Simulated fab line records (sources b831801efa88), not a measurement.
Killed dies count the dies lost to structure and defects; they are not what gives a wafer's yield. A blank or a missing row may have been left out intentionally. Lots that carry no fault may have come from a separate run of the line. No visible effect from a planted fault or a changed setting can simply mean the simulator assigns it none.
The tool behind it: which one? | flow gf180mcu | 7 lots, 21 wafers sampled, at 2 steps of a route of 602

== WHAT THE GAUGES SHOWED, per wafer ==
GF_STI_THK_MEAS_24.
lot  | measured    | on            | STI_CVD_23_THK (nm)
L710 | day 2 08:31 | film_metro-02 | 649 648 654
L713 | day 2 23:47 | film_metro-01 | 640 653 644
L715 | day 3 10:48 | film_metro-01 | 651 653 652
L718 | day 4 02:38 | film_metro-02 | 651 645 651
L723 | day 5 02:59 | film_metro-01 | 639 631 637
L726 | day 5 18:29 | film_metro-02 | 717 713 710
L731 | day 6 21:10 | film_metro-04 | 643 647 642

== WHICH TOOL RAN EACH LOT (tool, then ch and the chambers of the sampled wafers, then the start) ==
lot  | GF_STI_CVD_23
L710 | hdpcvd-02 ch 0,1,2, day 2 08:25
L713 | hdpcvd-02 ch 0,2, day 2 23:43
L715 | hdpcvd-01 ch 1,2, day 3 10:43
L718 | hdpcvd-02 ch 1,2, day 4 02:34
L723 | hdpcvd-02 ch 0,1, day 5 02:54
L726 | hdpcvd-02 ch 0,1,2, day 5 18:24
L731 | hdpcvd-01 ch 0,2, day 6 21:04
- GF_STI_CVD_23: deposits SiO2, target thk 650 nm, time 108.3 s.

== THE ANSWER, worked out from the rows above alone ==
Rule: the usual values come from the lots themselves. The widest of any qualifying gaps counts: lots, ordered by their means at a reading, are off when they make up no more than a third of the lots, leave a main group of 4 or more, and stand apart from it by 3 or more times the standard deviation of that group's means. A main group whose means are all the same, to the digits that the tables above print for the reading, isn't used. Also off: a lot with no number at a reading for which 4 or more lots have one. Any other lot the step has rows for is counted as sound.
Off: L726, seen at GF_STI_THK_MEAS_24 (STI_CVD_23_THK). Mean 646 nm and standard deviation 5.4 in the main group.
A tool fits if, at a process step before that reading, it ran every lot that is off, and no sound lot after the first of them. The gauges at GF_STI_THK_MEAS_24 are tried like those tools. Undecided on this evidence; 2 tools fit (hdpcvd-02 at GF_STI_CVD_23, film_metro-02 at GF_STI_THK_MEAS_24).

== WHAT HAD BEEN PUT IN BY THE SIMULATOR ==
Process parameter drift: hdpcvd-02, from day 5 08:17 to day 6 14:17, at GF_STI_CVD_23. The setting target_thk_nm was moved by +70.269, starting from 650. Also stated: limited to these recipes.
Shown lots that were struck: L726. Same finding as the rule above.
